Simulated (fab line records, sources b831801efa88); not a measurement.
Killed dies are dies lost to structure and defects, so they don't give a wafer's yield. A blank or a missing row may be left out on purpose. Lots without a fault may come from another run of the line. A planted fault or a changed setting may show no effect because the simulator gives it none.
fab line records | flow sky130
record lots=24 wafers=72 last_day=50
route steps=708 shown VT_ADJUST_HVTR@138 POLY_GATE@230 VIA2@522 CAPM@540 METAL5@677
lots that met no fault: from a run of the same line without faults
start_h: hours from the record's first day to the start of the lot's first wafer shown | wait_h: hours since the lot's step before | " the same as in the row above | L1.1+2: a row that stands for several wafers | - no value, or no start given | * or withheld: withheld | < > ~ a bound
route shown NAME@n: a module of which the file shows steps, and the number in the route of the first | usual: mean/standard deviation of fault-free wafers | same: alike in all rows | chamber/n: place in a boat | sites: the reading at each site | _std_site: their standard deviation | _edge_site: outer sites' mean less inner sites' | radius_mm: how far each site lies from the wafer's centre | mask NAME#n: copy n | behind: the tool/chamber that last shaped the wafer | hold: why the lot was held/for how many hours/how that ended | device: the transistor (n, p or np) that didn't switch | end of line: the same wafers' tests at the end of the route | a step without rows: its recipe alone | killed: dies lost to structure and defects at the first sort, not the wafer's yield | map: a wafer's dies, x killed, . not, _ none there
set.NAME: the setting as run; set.NAME@STEP: as run at that earlier step | model.NAME: the simulator's own value behind a step, which no gauge read
steps of the route over a sample of lots; a table a step, a row a wafer
services: from which hour (start_h, from the record's first day; less than 0 if before it) a tool's chamber was out of use, for how many hours, and why
## steps
# step SKY_VT_ADJUST_HVTR_CD_MEAS_07
# recipe target_cd_nm=380
# usual cd_nm=379.5/2.5
# columns lot.wafer tool chamber start_h wait_h cd_nm
L074.1 cd_sem-02 - 203.62 0.1 380.0
L074.2 " - " " 379.7
L074.3 " - " " 378.7
L075.3 cd_sem-02 - 213.06 0.1 379.2
L075.4 " - " " 379.0
L075.5 " - " " 380.8
L076.1 cd_sem-02 - 220.06 0.1 381.4
L076.2 " - " " 381.8
L076.4 " - " " 381.3
L077.4 cd_sem-01 - 229.48 0.1 381.4
L077.5 " - " " 380.5
L077.6 " - " " 380.7
L078.1 cd_sem-02 - 237.07 0.1 379.4
L078.2 " - " " 379.7
L078.4 " - " " 380.6
L079.2 cd_sem-02 - 248.24 0.1 378.6
L079.4 " - " " 381.3
L079.6 " - " " 378.8
L080.1 cd_sem-01 - 249.52 0.1 378.2
L080.3 " - " " 377.3
L080.4 " - " " 377.0
L081.2 cd_sem-02 - 260.14 0.1 377.2
L081.5 " - " " 379.8
L081.6 " - " " 373.7
L082.2 cd_sem-02 - 265.13 0.1 382.3
L082.3 " - " " 381.5
L082.6 " - " " 381.0
L083.1 cd_sem-02 - 268.62 0.1 378.9
L083.4 " - " " 378.8
L083.5 " - " " 384.1
L084.1 cd_sem-01 - 276.62 0.1 383.0
L084.4 " - " " 380.6
L084.6 " - " " 385.9
L085.1 cd_sem-02 - 287.93 0.2 376.9
L085.3 " - " " 378.4
L085.6 " - " " 376.9
L086.2 cd_sem-02 - 295.74 0.1 378.2
L086.5 " - " " 380.3
L086.6 " - " " 378.5
L087.2 cd_sem-01 - 301.03 0.1 374.1
L087.4 " - " " 374.3
L087.5 " - " " 374.1
L088.1 cd_sem-01 - 307.96 0.1 375.8
L088.3 " - " " 380.1
L088.4 " - " " 379.6
L089.2 cd_sem-01 - 313.94 0.1 381.2
L089.3 " - " " 380.1
L089.4 " - " " 378.3
L090.3 cd_sem-02 - 323.86 0.1 378.5
L090.5 " - " " 378.6
L090.6 " - " " 376.0
L091.2 cd_sem-01 - 332.24 0.1 378.2
L091.4 " - " " 381.7
L091.5 " - " " 379.2
L092.1 cd_sem-01 - 339.97 0.1 376.7
L092.2 " - " " 375.3
L092.4 " - " " 376.5
L093.2 cd_sem-02 - 344.19 0.1 383.9
L093.3 " - " " 383.3
L093.5 " - " " 382.7
L094.1 cd_sem-02 - 354.21 0.1 383.8
L094.2 " - " " 382.4
L094.6 " - " " 383.6
L095.1 cd_sem-02 - 359.02 0.1 376.3
L095.2 " - " " 379.3
L095.3 " - " " 379.1
L096.3 cd_sem-01 - 364.11 0.1 380.5
L096.4 " - " " 378.8
L096.5 " - " " 379.5
L097.3 cd_sem-02 - 375.05 0.1 379.0
L097.4 " - " " 379.0
L097.5 " - " " 378.8
# step SKY_POLY_GATE_ETCH_16
# recipe stop_on=poly-Si chemistry=CH3F/O2 target=Si3N4 source_w=400 bias_w=80 pressure_mtorr=25 ch3f_flow_sccm=40 O2_flow_sccm=30 time_s=147.5 target_depth_a=750
# usual bias_w=79.99/0.25 drypump_motor_current_A=5.8/0.36 oes_product_au=0.642/0.0046 throttle_valve_pct=10.535/0.0086
# columns lot.wafer tool chamber start_h wait_h bias_w drypump_motor_current_A oes_product_au rf_hours_counter_h throttle_valve_pct
L074.1 rie_diel-01 3 370.66 0.0 80.18 6.0 0.647 11 10.533
L074.2 " 0 " " 80.31 5.9 0.637 18 10.536
L074.3 " 2 " " 79.82 5.6 0.643 54 10.546
L075.3 rie_diel-02 1 384.31 0.0 80.01 6.3 0.635 6 10.539
L075.4 " 1 " " 79.62 6.3 0.649 - 10.521
L075.5 " 2 " " 79.84 6.5 0.649 - 10.537
L076.1 rie_diel-01 3 395.74 0.0 79.91 6.0 0.632 11 10.540
L076.2 " 0 " " 80.13 6.0 0.643 19 10.539
L076.4 " 2 " " 79.82 5.6 0.642 54 10.543
L077.4 rie_diel-04 3 402.31 0.0 80.61 6.2 0.642 - 10.535
L077.5 " 1 " " 79.87 5.6 0.641 - 10.528
L077.6 " 0 " " 80.04 5.8 0.643 - 10.533
L078.1 rie_diel-01 3 411.73 0.0 79.95 6.0 0.639 12 10.533
L078.2 " 0 " " 79.80 6.0 0.640 20 10.531
L078.4 " 2 " " 80.15 5.6 0.639 55 10.536
L079.2 rie_diel-04 0 423.31 0.0 79.96 5.9 0.643 11 10.541
L079.4 " 3 " " 79.67 6.2 0.642 7 10.542
L079.6 " 2 " " 80.05 6.1 0.647 - 10.532
L080.1 rie_diel-02 0 425.59 0.0 80.22 5.1 0.641 3 10.526
L080.3 " 1 " " 79.65 6.3 0.640 7 10.547
L080.4 " 1 " " 79.69 6.3 0.638 - 10.533
L081.2 rie_diel-01 2 440.63 0.0 79.98 5.6 0.639 55 10.537
L081.5 " 0 " " 80.08 5.9 0.642 - 10.539
L081.6 " 3 " " 80.45 6.0 0.632 - 10.533
L082.2 rie_diel-01 3 449.60 0.0 79.86 6.0 0.638 12 10.532
L082.3 " 2 " " 79.97 5.6 0.645 55 10.540
L082.6 " 0 " " 80.07 6.0 0.642 - 10.542
L083.1 rie_diel-01 3 456.61 0.0 80.11 6.0 0.637 13 10.542
L083.4 " 2 " " 79.91 5.6 0.640 55 10.540
L083.5 " 3 " " 79.99 6.0 0.644 - 10.544
L084.1 rie_diel-01 0 465.50 0.0 80.28 6.0 0.642 21 10.536
L084.4 " 2 " " 79.64 5.6 0.648 55 10.560
L084.6 " 3 " " 80.14 6.0 0.642 - 10.541
L085.1 rie_diel-04 0 475.30 0.0 80.16 5.9 0.639 12 10.541
L085.3 " 3 " " 79.88 6.2 0.640 8 10.537
L085.6 " 2 " " 79.95 6.0 0.643 - 10.524
L086.2 rie_diel-02 1 484.71 0.0 80.14 6.3 0.651 8 10.546
L086.5 " 0 " " 80.03 5.1 0.644 - 10.533
L086.6 " 3 " " 80.26 5.5 0.649 - 10.532
L087.2 rie_diel-01 0 490.94 0.0 79.99 5.9 0.638 21 10.528
L087.4 " 1 " " 80.38 5.5 0.648 37 10.532
L087.5 " 2 " " 80.18 5.6 0.635 - 10.543
L088.1 rie_diel-02 3 499.10 0.0 79.60 5.5 0.642 4 10.532
L088.3 " 1 " " 79.79 6.3 0.639 8 10.525
L088.4 " 0 " " 80.29 5.1 0.651 4 10.528
L089.2 rie_diel-01 3 509.16 0.0 79.99 5.9 0.640 13 10.531
L089.3 " 1 " " 80.05 5.5 0.638 38 10.526
L089.4 " 0 " " 79.48 5.9 0.640 21 10.553
L090.3 rie_diel-01 3 513.86 0.0 80.03 6.0 0.641 14 10.514
L090.5 " 1 " " 80.43 5.5 0.642 - 10.531
L090.6 " 0 " " 79.74 5.9 0.642 - 10.530
L091.2 rie_diel-02 0 526.69 0.0 80.62 5.1 0.648 4 10.520
L091.4 " 2 " " 79.85 6.4 0.637 12 10.525
L091.5 " 0 " " 79.85 5.1 0.643 - 10.517
L092.1 rie_diel-01 1 533.81 0.0 80.40 5.5 0.644 38 10.552
L092.2 " 2 " " 80.08 5.6 0.643 57 10.542
L092.4 " 0 " " 79.93 5.9 0.634 22 10.528
L093.2 rie_diel-02 3 536.80 0.0 79.73 5.5 0.637 4 10.545
L093.3 " 2 " " 80.14 6.4 0.640 12 10.546
L093.5 " 0 " " 80.14 5.1 0.651 - 10.528
L094.1 rie_diel-01 2 546.24 0.0 80.12 5.6 0.649 57 10.518
L094.2 " 3 " " 79.68 6.0 0.652 14 10.526
L094.6 " 2 " " 80.06 5.6 0.642 - 10.537
L095.1 rie_diel-01 3 552.10 0.0 79.95 6.0 0.646 15 10.532
L095.2 " 2 " " 80.06 5.6 0.640 57 10.533
L095.3 " 0 " " 79.79 5.9 0.637 22 10.523
L096.3 rie_diel-02 1 558.04 0.0 79.96 6.3 0.641 9 10.549
L096.4 " 0 " " 79.84 5.1 0.648 5 10.539
L096.5 " 3 " " 80.19 5.5 0.642 - 10.534
L097.3 rie_diel-04 3 571.24 0.0 79.53 6.2 0.647 10 10.533
L097.4 " 3 " " 79.64 6.2 0.647 - 10.540
L097.5 " 2 " " 79.65 6.0 0.631 - 10.535
# step SKY_VIA2_ETCH_15
# recipe target=SiO2 chemistry=C4F8/O2/Ar target_depth_nm=546 stop_on=TiN mask_material=KrF-thick source_w=1500 bias_w=1200 pressure_mtorr=40 c4f8_flow_sccm=withheld O2_flow_sccm=6 Ar_flow_sccm=300 time_s=84
# usual bias_w=1200/3.6 oes_product_au=0.940/0.0043
# columns lot.wafer tool chamber start_h wait_h bias_w oes_product_au rf_hours_counter_h
L074.1 rie_diel-02 2 849.01 0.0 1195 0.950 21
L074.2 " 1 " " 1203 0.934 16
L074.3 " 0 " " 1195 0.942 13
L075.3 rie_diel-03 0 868.32 0.0 1195 0.945 4
L075.4 " 2 " " 1197 0.937 9
L075.5 " 3 " " 1195 0.934 -
L076.1 rie_diel-02 1 874.07 0.0 1198 0.939 17
L076.2 " 3 " " 1198 0.932 13
L076.4 " 0 " " 1205 0.942 13
L077.4 rie_diel-02 1 876.15 0.0 1199 0.946 17
L077.5 " 3 " " 1202 0.942 -
L077.6 " 2 " " 1193 0.943 -
L078.1 rie_diel-04 1 883.72 0.0 1200 0.940 10
L078.2 " 2 " " 1199 0.941 26
L078.4 " 3 " " 1200 0.939 19
L079.2 rie_diel-03 2 894.32 0.0 1195 0.940 9
L079.4 " 1 " " 1198 0.940 16
L079.6 " 2 " " 1197 0.937 -
L080.1 rie_diel-02 3 896.30 0.0 1195 0.938 14
L080.3 " 1 " " 1196 0.941 18
L080.4 " 0 " " 1200 0.941 14
L081.2 rie_diel-02 1 908.27 0.0 1201 0.936 19
L081.5 " 2 " " 1200 0.944 -
L081.6 " 3 " " 1204 0.942 -
L082.2 rie_diel-03 3 919.27 0.0 1203 0.940 16
L082.3 " 2 " " 1204 0.934 10
L082.6 " 3 " " 1197 0.929 -
L083.1 rie_diel-02 0 919.62 0.0 1198 0.946 15
L083.4 " 1 " " 1200 0.947 19
L083.5 " 3 " " 1199 0.943 -
L084.1 rie_diel-04 2 927.77 0.0 1203 0.940 27
L084.4 " 3 " " 1196 0.930 21
L084.6 " 2 " " 1203 0.934 -
L085.1 rie_diel-02 0 936.15 0.0 1197 0.938 15
L085.3 " 2 " " 1200 0.936 24
L085.6 " 3 " " 1203 0.940 -
L086.2 rie_diel-03 2 943.37 0.0 1194 0.944 11
L086.5 " 1 " " 1197 0.937 -
L086.6 " 2 " " 1198 0.945 -
L087.2 rie_diel-04 0 949.15 0.0 1198 0.942 22
L087.4 " 2 " " 1197 0.947 28
L087.5 " 2 " " 1199 0.933 -
L088.1 rie_diel-02 0 957.32 0.0 1204 0.937 16
L088.3 " 2 " " 1199 0.940 24
L088.4 " 1 " " 1203 0.944 20
L089.2 rie_diel-04 3 968.32 0.0 1201 0.934 22
L089.3 " 0 " " 1197 0.940 23
L089.4 " 1 " " 1197 0.943 13
L090.3 rie_diel-02 2 971.77 0.0 1201 0.944 25
L090.5 " 3 " " 1205 0.946 -
L090.6 " 2 " " 1194 0.933 -
L091.2 rie_diel-03 0 977.15 0.0 1198 0.937 7
L091.4 " 2 " " 1197 0.940 12
L091.5 " 2 " " 1193 0.939 -
L092.1 rie_diel-04 3 982.40 0.0 1204 0.936 23
L092.2 " 0 " " 1205 0.938 24
L092.4 " 1 " " 1204 0.939 13
L093.2 rie_diel-04 1 985.05 0.0 1199 0.933 13
L093.3 " 3 " " 1198 0.944 23
L093.5 " 2 " " 1198 0.938 -
L094.1 rie_diel-03 3 992.32 0.0 1195 0.934 19
L094.2 " 0 " " 1201 0.944 8
L094.6 " 3 " " 1198 0.943 -
L095.1 rie_diel-03 3 997.47 0.0 1196 0.939 19
L095.2 " 0 " " 1199 0.938 8
L095.3 " 2 " " 1204 0.939 12
L096.3 rie_diel-03 2 1002.87 0.0 1195 0.938 13
L096.4 " 2 " " 1198 0.944 -
L096.5 " 3 " " 1204 0.932 -
L097.3 rie_diel-04 2 1012.22 0.0 1204 0.934 30
L097.4 " 3 " " 1198 0.941 23
L097.5 " 3 " " 1198 0.944 -
# step SKY_CAPM_RS_MEAS_03
# recipe thk_meas_gauge=four-point-probe reads=TiN_of_CAPM_SPUTTER_02
# usual CAPM_TIN_RS=6.91/0.086
# columns lot.wafer tool chamber start_h wait_h CAPM_TIN_RS[ohm/sq]
L074.1 film_metro-02 - 850.70 0.1 6.86
L074.2 " - " " 6.84
L074.3 " - " " 6.82
L075.3 film_metro-03 - 870.06 0.1 7.02
L075.4 " - " " 6.99
L075.5 " - " " 7.05
L076.1 film_metro-03 - 876.10 0.1 6.85
L076.2 " - " " 6.97
L076.4 " - " " 6.93
L077.4 film_metro-01 - 878.24 0.1 7.04
L077.5 " - " " 6.87
L077.6 " - " " 6.96
L078.1 film_metro-02 - 885.40 0.1 6.83
L078.2 " - " " 6.78
L078.4 " - " " 6.95
L079.2 film_metro-01 - 896.04 0.1 6.99
L079.4 " - " " 7.01
L079.6 " - " " 7.07
L080.1 film_metro-03 - 897.98 0.1 6.97
L080.3 " - " " 6.91
L080.4 " - " " 6.87
L081.2 film_metro-03 - 909.96 0.1 6.80
L081.5 " - " " 6.75
L081.6 " - " " 6.98
L082.2 film_metro-02 - 920.99 0.1 7.00
L082.3 " - " " 6.86
L082.6 " - " " 7.01
L083.1 film_metro-01 - 921.29 0.1 6.88
L083.4 " - " " 6.86
L083.5 " - " " 6.85
L084.1 film_metro-03 - 929.49 0.1 7.01
L084.4 " - " " 6.99
L084.6 " - " " 7.00
L085.1 film_metro-02 - 937.84 0.1 6.83
L085.3 " - " " 6.91
L085.6 " - " " 6.81
L086.2 film_metro-03 - 945.18 0.1 6.81
L086.5 " - " " 6.84
L086.6 " - " " 7.03
L087.2 film_metro-01 - 950.90 0.1 6.75
L087.4 " - " " 6.71
L087.5 " - " " 6.74
L088.1 film_metro-01 - 959.00 0.1 7.01
L088.3 " - " " 6.88
L088.4 " - " " 6.82
L089.2 film_metro-01 - 970.01 0.1 7.01
L089.3 " - " " 6.79
L089.4 " - " " 6.93
L090.3 film_metro-02 - 973.52 0.1 6.83
L090.5 " - " " 6.91
L090.6 " - " " 6.86
L091.2 film_metro-02 - 978.90 0.1 6.81
L091.4 " - " " 6.84
L091.5 " - " " 6.86
L092.1 film_metro-03 - 984.09 0.1 6.98
L092.2 " - " " 7.04
L092.4 " - " " 6.93
L093.2 film_metro-01 - 986.75 0.1 7.07
L093.3 " - " " 6.91
L093.5 " - " " 6.96
L094.1 film_metro-01 - 993.99 0.1 6.82
L094.2 " - " " 7.00
L094.6 " - " " 6.96
L095.1 film_metro-01 - 999.18 0.1 6.93
L095.2 " - " " 6.98
L095.3 " - " " 6.95
L096.3 film_metro-01 - 1004.58 0.1 6.82
L096.4 " - " " 6.85
L096.5 " - " " 6.83
L097.3 film_metro-02 - 1013.94 0.1 6.81
L097.4 " - " " 6.85
L097.5 " - " " 6.90
# step SKY_CAPM_OVL_MEAS_12
# usual CAPM_OVL=0.0/1.3
# columns lot.wafer tool chamber start_h wait_h CAPM_OVL[nm]
L074.1 overlay-02 - 875.61 0.1 -0.8
L074.2 " - " " 0.2
L074.3 " - " " -0.4
L075.3 overlay-01 - 895.17 0.1 -0.1
L075.4 " - " " -1.0
L075.5 " - " " 0.4
L076.1 overlay-01 - 900.26 0.1 -0.2
L076.2 " - " " -0.2
L076.4 " - " " -0.3
L077.4 overlay-01 - 903.24 0.1 0.7
L077.5 " - " " 0.8
L077.6 " - " " 0.6
L078.1 overlay-01 - 910.37 0.1 1.4
L078.2 " - " " 0.9
L078.4 " - " " 1.2
L079.2 overlay-02 - 921.37 0.1 -1.7
L079.4 " - " " -1.2
L079.6 " - " " 0.1
L080.1 overlay-02 - 922.37 0.1 -0.2
L080.3 " - " " 2.4
L080.4 " - " " 1.6
L081.2 overlay-02 - 934.66 0.1 1.0
L081.5 " - " " -0.3
L081.6 " - " " 0.3
L082.2 overlay-02 - 945.67 0.1 -1.1
L082.3 " - " " -0.8
L082.6 " - " " -0.7
L083.1 overlay-01 - 946.91 0.1 -0.9
L083.4 " - " " -0.9
L083.5 " - " " -1.5
L084.1 overlay-02 - 955.47 0.1 0.2
L084.4 " - " " 0.4
L084.6 " - " " -0.1
L085.1 overlay-01 - 963.42 0.1 -1.2
L085.3 " - " " -0.1
L085.6 " - " " 0.4
L086.2 overlay-02 - 970.07 0.1 -0.8
L086.5 " - " " 0.8
L086.6 " - " " -0.9
L087.2 overlay-02 - 975.27 0.1 -0.7
L087.4 " - " " -1.5
L087.5 " - " " -0.5
L088.1 overlay-01 - 982.92 0.1 2.5
L088.3 " - " " 1.4
L088.4 " - " " 0.8
L089.2 overlay-02 - 992.97 0.1 2.9
L089.3 " - " " 0.1
L089.4 " - " " 2.1
L090.3 overlay-02 - 997.42 0.1 1.6
L090.5 " - " " 1.5
L090.6 " - " " 0.6
L091.2 overlay-02 - 1002.32 0.1 -0.9
L091.4 " - " " -0.7
L091.5 " - " " -0.6
L092.1 overlay-01 - 1007.42 0.1 -1.0
L092.2 " - " " -1.0
L092.4 " - " " 0.3
L093.2 overlay-01 - 1009.17 0.1 0.4
L093.3 " - " " 2.0
L093.5 " - " " 3.3
L094.1 overlay-01 - 1016.72 0.1 -1.4
L094.2 " - " " -1.3
L094.6 " - " " -2.0
L095.1 overlay-02 - 1021.81 0.1 0.6
L095.2 " - " " -0.8
L095.3 " - " " -0.1
L096.3 overlay-01 - 1026.93 0.1 0.7
L096.4 " - " " 0.1
L096.5 " - " " 2.3
L097.3 overlay-01 - 1035.43 0.1 -1.3
L097.4 " - " " -3.4
L097.5 " - " " -2.4
# step SKY_METAL5_STRIP_16
# recipe chemistry=O2/N2 power_w=1400 pressure_mtorr=1500 platen_temp_c=withheld o2_flow_sccm=3000 n2_flow_sccm=300 overash_fraction=0.5
# usual drypump_motor_current_A=5.7/0.45 oes_product_au=0.710/0.0046 strip_time_to_endpoint_s=13.10/0.13
# columns lot.wafer tool chamber start_h wait_h drypump_motor_current_A oes_product_au rf_hours_counter_h strip_time_to_endpoint_s
L074.1 plasma_asher-02 0 1029.79 0.2 5.4 0.709 27 13.04
L074.2 " 1 " " 6.0 0.708 27 13.14
L074.3 " 0 " " 5.4 0.713 - 13.13
L075.3 plasma_asher-02 0 1047.31 0.1 5.4 0.704 - 13.24
L075.4 " 1 " " 6.1 0.706 - 13.16
L075.5 " 0 " " 5.4 0.714 - 13.09
L076.1 plasma_asher-02 0 1051.14 0.2 5.4 0.708 29 13.14
L076.2 " 1 " " 6.0 0.713 29 13.06
L076.4 " 0 " " 5.4 0.709 - 13.19
L077.4 plasma_asher-02 1 1055.97 0.1 6.0 0.706 - 13.22
L077.5 " 1 " " 6.0 0.706 - 13.26
L077.6 " 0 " " 5.4 0.713 - 13.24
L078.1 plasma_asher-02 1 1061.23 0.2 6.0 0.706 31 12.97
L078.2 " 0 " " 5.4 0.708 31 13.07
L078.4 " 0 " " 5.4 0.709 - 13.00
L079.2 plasma_asher-01 1 1070.19 0.2 6.5 0.711 92 12.97
L079.4 " 1 " " 6.5 0.713 - 12.97
L079.6 " 1 " " 6.5 0.707 - 13.08
L080.1 plasma_asher-01 1 1071.14 0.2 6.5 0.713 92 13.18
L080.3 " 0 " " 5.3 0.704 - 13.08
L080.4 " 1 " " 6.5 0.708 - 13.21
L081.2 plasma_asher-01 1 1080.49 0.2 6.5 0.703 94 12.93
L081.5 " 0 " " 5.3 0.708 - 13.04
L081.6 " 1 " " 6.5 0.714 - 12.84
L082.2 plasma_asher-03 0 1088.69 0.2 5.6 0.707 67 13.07
L082.3 " 1 " " 5.1 0.710 - 13.15
L082.6 " 1 " " 5.2 0.710 - 13.13
L083.1 plasma_asher-03 0 1091.54 0.2 5.6 0.718 67 13.23
L083.4 " 0 " " 5.6 0.713 - 13.16
L083.5 " 1 " " 5.1 0.718 - 13.22
L084.1 plasma_asher-02 1 1100.88 0.2 6.0 0.717 33 13.25
L084.4 " 1 " " 6.0 0.716 - 13.18
L084.6 " 1 " " 6.0 0.709 - 13.25
L085.1 plasma_asher-01 1 1104.43 0.2 6.5 0.711 96 12.86
L085.3 " 1 " " 6.5 0.715 - 12.94
L085.6 " 1 " " 6.5 0.717 - 13.06
L086.2 plasma_asher-03 0 1109.49 0.2 5.6 0.715 69 13.11
L086.5 " 0 " " 5.6 0.712 - 12.98
L086.6 " 1 " " 5.1 0.703 - 13.06
L087.2 plasma_asher-03 1 1114.93 0.2 5.2 0.718 69 13.08
L087.4 " 1 " " 5.2 0.715 - 13.09
L087.5 " 0 " " 5.6 0.707 - 13.13
L088.1 plasma_asher-02 1 1123.19 0.2 6.1 0.710 36 13.13
L088.3 " 0 " " 5.4 0.715 - 13.12
L088.4 " 1 " " 6.0 0.710 - 13.10
L089.2 plasma_asher-01 1 1129.83 0.2 6.5 0.711 99 13.15
L089.3 " 1 " " 6.5 0.702 - 13.18
L089.4 " 0 " " 5.3 0.708 - 13.22
L090.3 plasma_asher-03 1 1132.28 0.1 5.2 0.706 - 13.22
L090.5 " 0 " " 5.6 0.710 - 13.14
L090.6 " 1 " " 5.1 0.718 - 13.21
L091.2 plasma_asher-02 1 1138.49 0.2 6.1 0.715 37 13.11
L091.4 " 1 " " 6.0 0.717 - 13.14
L091.5 " 0 " " 5.4 0.710 - 12.99
L092.1 plasma_asher-01 0 1143.84 0.2 5.3 0.709 100 13.32
L092.2 " 1 " " 6.5 0.710 100 13.25
L092.4 " 0 " " 5.3 0.706 - 13.28
L093.2 plasma_asher-03 0 1144.14 0.2 5.6 0.704 72 12.93
L093.3 " 1 " " 5.1 0.701 - 12.92
L093.5 " 0 " " 5.6 0.711 - 12.79
L094.1 plasma_asher-03 1 1149.54 0.2 5.2 0.718 73 12.83
L094.2 " 0 " " 5.6 0.713 73 13.05
L094.6 " 0 " " 5.6 0.714 - 12.88
L095.1 plasma_asher-01 1 1153.98 0.2 6.5 0.717 101 13.26
L095.2 " 0 " " 5.3 0.719 101 13.23
L095.3 " 1 " " 6.5 0.714 - 13.10
L096.3 plasma_asher-02 1 1157.21 0.1 6.1 0.708 - 13.35
L096.4 " 0 " " 5.4 0.707 - 13.30
L096.5 " 0 " " 5.4 0.708 - 13.29
L097.3 plasma_asher-02 0 1164.56 0.1 5.4 0.705 - 12.88
L097.4 " 1 " " 6.0 0.706 - 12.90
L097.5 " 0 " " 5.4 0.705 - 12.78
## services
# columns tool chamber start_h hours kind
rie_diel-02 3 351.61 5.4 repair
rie_diel-02 - 377.63 2.8 pm
rie_diel-02 3 381.80 28.2 repair
rie_diel-02 2 422.07 12.1 repair
rie_diel-02 1 435.36 3.9 repair
rie_diel-01 0 459.92 3.1 repair
rie_diel-01 - 497.04 0.1 repair
rie_diel-02 - 505.47 14.6 pm
rie_diel-02 1 534.46 19.1 repair
rie_diel-01 1 538.04 10.7 repair
rie_diel-02 0 553.19 2.7 repair
rie_diel-01 0 581.58 3.8 repair
rie_diel-01 1 722.44 5.1 repair
rie_diel-02 1 740.17 2.5 repair
rie_diel-02 0 804.68 3.1 repair
rie_diel-01 - 809.34 2.8 pm
rie_diel-02 2 813.20 3.5 repair
rie_diel-01 3 818.62 7.5 repair
rie_diel-02 - 915.39 0.5 repair
rie_diel-02 3 939.45 8.9 repair
rie_diel-01 0 1015.19 13.5 repair
rie_diel-02 - 1045.57 0.1 repair
rie_diel-02 0 1118.83 8.6 repair
rie_diel-02 2 1157.64 21.9 repair
## key
fault none
